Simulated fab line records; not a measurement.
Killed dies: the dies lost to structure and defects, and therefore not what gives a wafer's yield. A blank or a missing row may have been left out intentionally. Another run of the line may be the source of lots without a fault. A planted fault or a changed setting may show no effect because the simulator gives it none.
Which tool was responsible? | flow sky130 | 15 lots, 45 wafers sampled, at 6 steps of a route of 708

WHAT EACH GAUGE READ, for each wafer
SKY_POLY_GATE_THK_MEAS_01.
lot  | measured     | on            | POLY_GATE_CVD_00_THK (nm)
L119 | day 13 22:01 | film-metro-04 | 177.5 179.9 178.5
L120 | day 14 08:17 | film-metro-04 | 179.2 179.1 180.2
L121 | day 14 19:52 | film-metro-02 | 181.1 180.8 180.2
L122 | day 14 23:46 | film-metro-04 | 178.4 178.9 179.1
L123 | day 15 05:41 | film-metro-03 | 174.8 173.5 175.5
L124 | day 15 16:29 | film-metro-04 | 178.3 178.6 180.8
L125 | day 16 02:10 | film-metro-02 | 178.0 177.4 176.0
L131 | day 17 22:37 | film-metro-02 | 181.6 180.5 179.8
L132 | day 18 07:41 | film-metro-02 | 178.5 180.1 177.6
L133 | day 18 18:51 | film-metro-04 | 179.6 179.8 180.0
L134 | day 19 02:22 | film-metro-04 | 178.9 178.5 178.0
L135 | day 20 03:19 | film-metro-04 | 180.9 179.7 180.6
L138 | day 21 03:39 | film-metro-02 | 179.5 180.0 179.8
L140 | day 21 08:10 | film-metro-03 | 181.9 181.5 181.4
L142 | day 22 03:50 | film-metro-04 | 178.4 178.7 178.8

SKY_LDD_N_TW_MEAS_17.
lot  | measured     | on            | LDD_N_TW
L119 | day 17 12:55 | film-metro-04 | 2543 2562 2563
L120 | day 18 02:19 | film-metro-01 | 2563 2566 2569
L121 | day 18 18:05 | film-metro-01 | 2560 2572 2571
L122 | day 18 19:38 | film-metro-03 | 2561 2577 2574
L123 | day 19 19:40 | film-metro-01 | 2443 2441 2452
L124 | day 19 20:35 | film-metro-01 | 2463 2435 2447
L125 | day 20 03:55 | film-metro-04 | 2419 2414 2409
L131 | day 22 00:07 | film-metro-03 | 2568 2547 2559
L132 | day 22 08:19 | film-metro-04 | 2544 2550 2549
L133 | day 22 18:25 | film-metro-01 | 2577 2586 2574
L134 | day 23 01:53 | film-metro-03 | 2575 2569 2585
L135 | day 24 03:16 | film-metro-04 | 2553 2548 2565
L138 | day 25 02:14 | film-metro-04 | 2523 2543 2525
L140 | day 25 07:59 | film-metro-04 | 2521 2539 2543
L142 | day 26 01:28 | film-metro-01 | 2572 2571 2562

WHAT TOOL EACH LOT RAN ON (gives the tool, then ch and the chambers of the sampled wafers, and finally the start)
lot  | SKY_POLY_GATE_ETCH_15              | SKY_POLY_GATE_ETCH_16              | SKY_LDD_N_IMPLANT_10            | SKY_LDD_N_STRIP_16
L119 | rie-diel-01 ch 0,1, day 16 05:55   | rie-diel-01 ch 0,1, day 16 06:00   | implanter-02 ch 0, day 17 11:55 | plasma-asher-03 ch 0,1, day 17 12:49
L120 | rie-diel-03 ch 2,3, day 16 17:34   | rie-diel-03 ch 2,3, day 16 17:39   | implanter-03 ch 0, day 18 01:20 | plasma-asher-04 ch 0,1, day 18 02:13
L121 | rie-diel-03 ch 0,2, day 17 06:30   | rie-diel-03 ch 0,2, day 17 06:35   | implanter-01 ch 0, day 18 17:05 | plasma-asher-02 ch 0,1, day 18 17:59
L122 | rie-diel-02 ch 0,2,3, day 17 09:40 | rie-diel-02 ch 0,2,3, day 17 09:45 | implanter-01 ch 0, day 18 18:38 | plasma-asher-04 ch 0,1, day 18 19:32
L123 | rie-diel-01 ch 1,2,3, day 18 09:53 | rie-diel-01 ch 1,2,3, day 18 09:58 | implanter-01, day 19 18:40      | plasma-asher-03 ch 0,1, day 19 19:34
L124 | rie-diel-03 ch 1,2,3, day 18 10:13 | rie-diel-03 ch 1,2,3, day 18 10:18 | implanter-03, day 19 19:37      | plasma-asher-04 ch 0,1, day 19 20:29
L125 | rie-diel-01 ch 0,3, day 18 16:07   | rie-diel-01 ch 0,3, day 18 16:12   | implanter-01, day 20 02:55      | plasma-asher-02 ch 0, day 20 03:49
L131 | rie-diel-01 ch 0,1, day 20 14:15   | rie-diel-01 ch 0,1, day 20 14:20   | implanter-01 ch 0, day 21 23:07 | plasma-asher-04 ch 1, day 22 00:01
L132 | rie-diel-01 ch 1,2,3, day 20 22:52 | rie-diel-01 ch 1,2,3, day 20 22:57 | implanter-03 ch 0, day 22 07:19 | plasma-asher-03 ch 0,1, day 22 08:13
L133 | rie-diel-03 ch 0,1,3, day 21 08:58 | rie-diel-03 ch 0,1,3, day 21 09:03 | implanter-01 ch 0, day 22 17:28 | plasma-asher-03 ch 0,1, day 22 18:19
L134 | rie-diel-02 ch 1,2, day 21 17:14   | rie-diel-02 ch 1,2, day 21 17:19   | implanter-03 ch 0, day 23 00:55 | plasma-asher-04 ch 0, day 23 01:47
L135 | rie-diel-03 ch 1,2,3, day 22 17:54 | rie-diel-03 ch 1,2,3, day 22 17:59 | implanter-01 ch 0, day 24 02:17 | plasma-asher-03 ch 0,1, day 24 03:10
L138 | rie-diel-01 ch 1,2,3, day 23 17:42 | rie-diel-01 ch 1,2,3, day 23 17:47 | implanter-01 ch 0, day 25 01:16 | plasma-asher-03 ch 0,1, day 25 02:09
L140 | rie-diel-03 ch 0,2,3, day 23 23:03 | rie-diel-03 ch 0,2,3, day 23 23:08 | implanter-03 ch 0, day 25 06:59 | plasma-asher-03 ch 0,1, day 25 07:53
L142 | rie-diel-03 ch 1,2, day 24 17:24   | rie-diel-03 ch 1,2, day 24 17:29   | implanter-02 ch 0, day 26 00:29 | plasma-asher-03 ch 0,1, day 26 01:22
- SKY_POLY_GATE_ETCH_15: etches BARC in N2/H2, stops on SiO2, time 118.5 s, target depth 110 nm.
- SKY_POLY_GATE_ETCH_16: etches Si3N4 in CH3F/O2, stops on poly-Si, time 147.5 s, target depth 75 nm.
- SKY_LDD_N_IMPLANT_10
- SKY_LDD_N_STRIP_16: strips in O2/N2.

WHAT THE TOOLS THEMSELVES READ (means of the sampled wafers that have a number; where no wafer has one, the mark that the record gives instead)
SKY_POLY_GATE_ETCH_15.
lot  | tool        | drypump-motor-current-A (A) | oes-product-au (a.u.) | throttle-valve-pct (%)
L119 | rie-diel-01 | 5.7                         | 0.720                 | 13.209
L120 | rie-diel-03 | 6.0                         | 0.713                 | 13.215
L121 | rie-diel-03 | 6.1                         | 0.718                 | 13.216
L122 | rie-diel-02 | 5.8                         | 0.715                 | 13.220
L123 | rie-diel-01 | 5.7                         | 0.715                 | 13.205
L124 | rie-diel-03 | 5.7                         | 0.716                 | 13.207
L125 | rie-diel-01 | 6.1                         | 0.717                 | 13.215
L131 | rie-diel-01 | 5.5                         | 0.716                 | 13.207
L132 | rie-diel-01 | 5.7                         | 0.720                 | 13.216
L133 | rie-diel-03 | 5.9                         | 0.707                 | 13.215
L134 | rie-diel-02 | 5.9                         | 0.717                 | 13.208
L135 | rie-diel-03 | 5.7                         | 0.716                 | 13.196
L138 | rie-diel-01 | 5.7                         | 0.712                 | 13.216
L140 | rie-diel-03 | 6.2                         | 0.719                 | 13.209
L142 | rie-diel-03 | 5.5                         | 0.716                 | 13.213

SKY_POLY_GATE_ETCH_16.
lot  | tool        | drypump-motor-current-A (A) | oes-product-au (a.u.) | throttle-valve-pct (%)
L119 | rie-diel-01 | 5.7                         | 0.636                 | 10.530
L120 | rie-diel-03 | 6.1                         | 0.636                 | 10.536
L121 | rie-diel-03 | 6.1                         | 0.643                 | 10.538
L122 | rie-diel-02 | 5.8                         | 0.641                 | 10.532
L123 | rie-diel-01 | 5.8                         | 0.644                 | 10.531
L124 | rie-diel-03 | 5.7                         | 0.640                 | 10.531
L125 | rie-diel-01 | 6.1                         | 0.637                 | 10.533
L131 | rie-diel-01 | 5.5                         | 0.640                 | 10.536
L132 | rie-diel-01 | 5.7                         | 0.643                 | 10.533
L133 | rie-diel-03 | 5.9                         | 0.645                 | 10.542
L134 | rie-diel-02 | 5.9                         | 0.642                 | 10.540
L135 | rie-diel-03 | 5.8                         | 0.641                 | 10.540
L138 | rie-diel-01 | 5.7                         | 0.640                 | 10.530
L140 | rie-diel-03 | 6.2                         | 0.636                 | 10.535
L142 | rie-diel-03 | 5.5                         | 0.643                 | 10.518

SKY_LDD_N_IMPLANT_10.
lot  | tool         | beam-energy-keV | beam-on-s (s) | end-station-pressure-torr (Torr)
L119 | implanter-02 | 20.004          | 10.00         | 5.21e-06
L120 | implanter-03 | 19.997          | 10.09         | 5.34e-06
L121 | implanter-01 | 20.000          | 9.94          | 5.16e-06
L122 | implanter-01 | 20.006          | 9.76          | 5.36e-06
L123 | implanter-01 | -               | -             | -
L124 | implanter-03 | -               | -             | -
L125 | implanter-01 | -               | -             | -
L131 | implanter-01 | 20.010          | 9.86          | 5.46e-06
L132 | implanter-03 | 20.008          | 10.11         | 5.37e-06
L133 | implanter-01 | 19.992          | 10.03         | 5.22e-06
L134 | implanter-03 | 20.000          | 10.03         | 5.09e-06
L135 | implanter-01 | 20.002          | 10.10         | 5.53e-06
L138 | implanter-01 | 19.998          | 9.91          | 5.40e-06
L140 | implanter-03 | 20.001          | 10.15         | 5.65e-06
L142 | implanter-02 | 19.997          | 10.09         | 5.35e-06

SKY_LDD_N_STRIP_16.
lot  | tool            | drypump-motor-current-A (A) | oes-product-au (a.u.) | strip-time-to-endpoint-s (s)
L119 | plasma-asher-03 | 5.4                         | 0.406                 | 4.320
L120 | plasma-asher-04 | 6.0                         | 0.406                 | 4.321
L121 | plasma-asher-02 | 5.5                         | 0.403                 | 4.300
L122 | plasma-asher-04 | 6.0                         | 0.406                 | 4.316
L123 | plasma-asher-03 | 5.4                         | 0.405                 | 4.113
L124 | plasma-asher-04 | 5.9                         | 0.410                 | 4.130
L125 | plasma-asher-02 | 5.4                         | 0.404                 | 4.119
L131 | plasma-asher-04 | 5.7                         | 0.405                 | 4.317
L132 | plasma-asher-03 | 5.4                         | 0.401                 | 4.325
L133 | plasma-asher-03 | 5.7                         | 0.405                 | 4.335
L134 | plasma-asher-04 | 6.1                         | 0.407                 | 4.348
L135 | plasma-asher-03 | 5.4                         | 0.403                 | 4.306
L138 | plasma-asher-03 | 5.4                         | 0.401                 | 4.321
L140 | plasma-asher-03 | 5.4                         | 0.407                 | 4.330
L142 | plasma-asher-03 | 5.7                         | 0.407                 | 4.319

THE ANSWER, worked out from the rows above alone
Rule: usual is defined by the lots themselves. Put in order of their means at a reading, lots are off if they are a third of the lots or fewer, leave a main group of 4 or more, and stand apart from it by a gap of 3 or more times the standard deviation of the main group's means; of several such gaps the widest counts. A main group is skipped when, at the precision printed for the reading in the tables above, its means are all equal. A lot without any number at a reading at which 4 lots or more have one is off too. Any other lot the step has rows for is counted as sound. First the gauges in route order, then the tools' own readings, where a lot's mean is used as printed above. The first step at which some lot is off is used, and at that step the reading that is off furthest; a lot without a number counts as furthest.
Off: L123, L124, L125, seen at SKY_LDD_N_TW_MEAS_17 (LDD_N_TW). For the main group the mean is 2559 and the standard deviation 15.
A tool fits if, at a process step before that reading, it ran every lot that is off, and no sound lot after the first of them. Not tried: the gauges at SKY_LDD_N_TW_MEAS_17; whatever is off there is also off at SKY_LDD_N_IMPLANT_10, on other tools, and gauge error can't account for it. None of those tried fits.

WHAT WAS PUT IN BY THE SIMULATOR
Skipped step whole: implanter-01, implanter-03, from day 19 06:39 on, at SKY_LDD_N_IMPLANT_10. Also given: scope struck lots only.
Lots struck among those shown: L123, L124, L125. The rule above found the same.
